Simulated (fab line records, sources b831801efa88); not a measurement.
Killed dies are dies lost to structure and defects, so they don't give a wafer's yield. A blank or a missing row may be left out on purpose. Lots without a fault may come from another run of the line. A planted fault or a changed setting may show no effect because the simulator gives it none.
Which tool did it? | flow gf180mcu | 14 lots, 42 wafers sampled, at 2 steps of a route of 602

WHAT THE GAUGES READ, wafer by wafer
GF_M4_CD_MEAS_14: target cd 280 nm.
lot  | measured     | on        | cd_nm (nm)
L191 | day 23 09:06 | cd_sem-01 | 280.8 281.1 280.9
L192 | day 23 18:37 | cd_sem-01 | 280.1 280.9 280.6
L194 | day 24 12:09 | cd_sem-02 | 280.4 278.8 279.9
L195 | day 25 02:33 | cd_sem-01 | 278.1 277.8 278.5
L196 | day 25 11:57 | cd_sem-02 | 279.4 279.4 278.9
L197 | day 25 21:01 | cd_sem-01 | 281.4 280.5 281.0
L198 | day 26 02:02 | cd_sem-01 | 280.7 280.6 281.3
L199 | day 26 04:44 | cd_sem-02 | 282.2 282.8 281.7
L200 | day 26 17:58 | cd_sem-02 | 280.6 279.7 280.3
L201 | day 26 22:35 | cd_sem-01 | 278.5 279.9 279.8
L202 | day 27 02:17 | cd_sem-01 | 279.7 280.0 279.6
L209 | day 29 18:31 | cd_sem-02 | 279.8 279.7 280.1
L211 | day 29 21:26 | cd_sem-01 | 278.9 279.2 279.8
L212 | day 30 00:51 | cd_sem-02 | 282.6 281.8 281.8

WHICH TOOL RAN EACH LOT (tool, then ch and the chambers of the sampled wafers, then the start)
lot  | GF_M4_SPUTTER_03
L191 | pvd_sputter-03, day 22 09:25
L192 | pvd_sputter-01, day 22 19:46
L194 | pvd_sputter-04, day 23 13:47
L195 | pvd_sputter-04, day 24 04:43
L196 | pvd_sputter-04, day 24 14:40
L197 | pvd_sputter-01, day 24 23:23
L198 | pvd_sputter-01, day 25 04:22
L199 | pvd_sputter-03, day 25 07:47
L200 | pvd_sputter-03, day 25 20:59
L201 | pvd_sputter-03, day 26 02:14
L202 | pvd_sputter-01, day 26 05:49
L209 | pvd_sputter-03, day 28 20:36
L211 | pvd_sputter-01, day 29 03:01
L212 | pvd_sputter-04, day 29 06:00
- GF_M4_SPUTTER_03: material Ti, target thk 10 nm, time 6.7 s.

WHAT THE TOOLS THEMSELVES READ (means of the sampled wafers that have a number; where no wafer has one, the mark that the record gives instead)
GF_M4_SPUTTER_03.
lot  | tool           | throttle_valve_pct (%)
L191 | pvd_sputter-03 | 29.3
L192 | pvd_sputter-01 | 30.1
L194 | pvd_sputter-04 | 29.6
L195 | pvd_sputter-04 | 29.8
L196 | pvd_sputter-04 | 29.9
L197 | pvd_sputter-01 | 30.7
L198 | pvd_sputter-01 | 30.2
L199 | pvd_sputter-03 | 29.5
L200 | pvd_sputter-03 | 29.1
L201 | pvd_sputter-03 | 29.9
L202 | pvd_sputter-01 | 30.5
L209 | pvd_sputter-03 | 29.4
L211 | pvd_sputter-01 | 30.7
L212 | pvd_sputter-04 | 30.2

THE ANSWER, worked out from the rows above alone
Rule: what is usual is taken from the lots themselves. Put in order of their means at a reading, lots are off if they are a third of the lots or fewer, leave a main group of 4 or more, and stand apart from it by a gap of 3 or more times the standard deviation of the main group's means; of several such gaps the widest counts. A main group whose means are all the same, to the digits that the tables above print for the reading, isn't used. A lot without any number at a reading at which 4 lots or more have one is off too. The other lots that the step has rows for count as sound. The gauges are gone through in route order, then the tools' own readings, and for those a lot's mean is taken as printed above. The first step at which some lot is off is used, and at that step the reading that is off furthest; a lot without a number counts as furthest.
No lot is off at any reading shown: from this, nothing can be told.

WHAT THE SIMULATOR HAD PUT IN
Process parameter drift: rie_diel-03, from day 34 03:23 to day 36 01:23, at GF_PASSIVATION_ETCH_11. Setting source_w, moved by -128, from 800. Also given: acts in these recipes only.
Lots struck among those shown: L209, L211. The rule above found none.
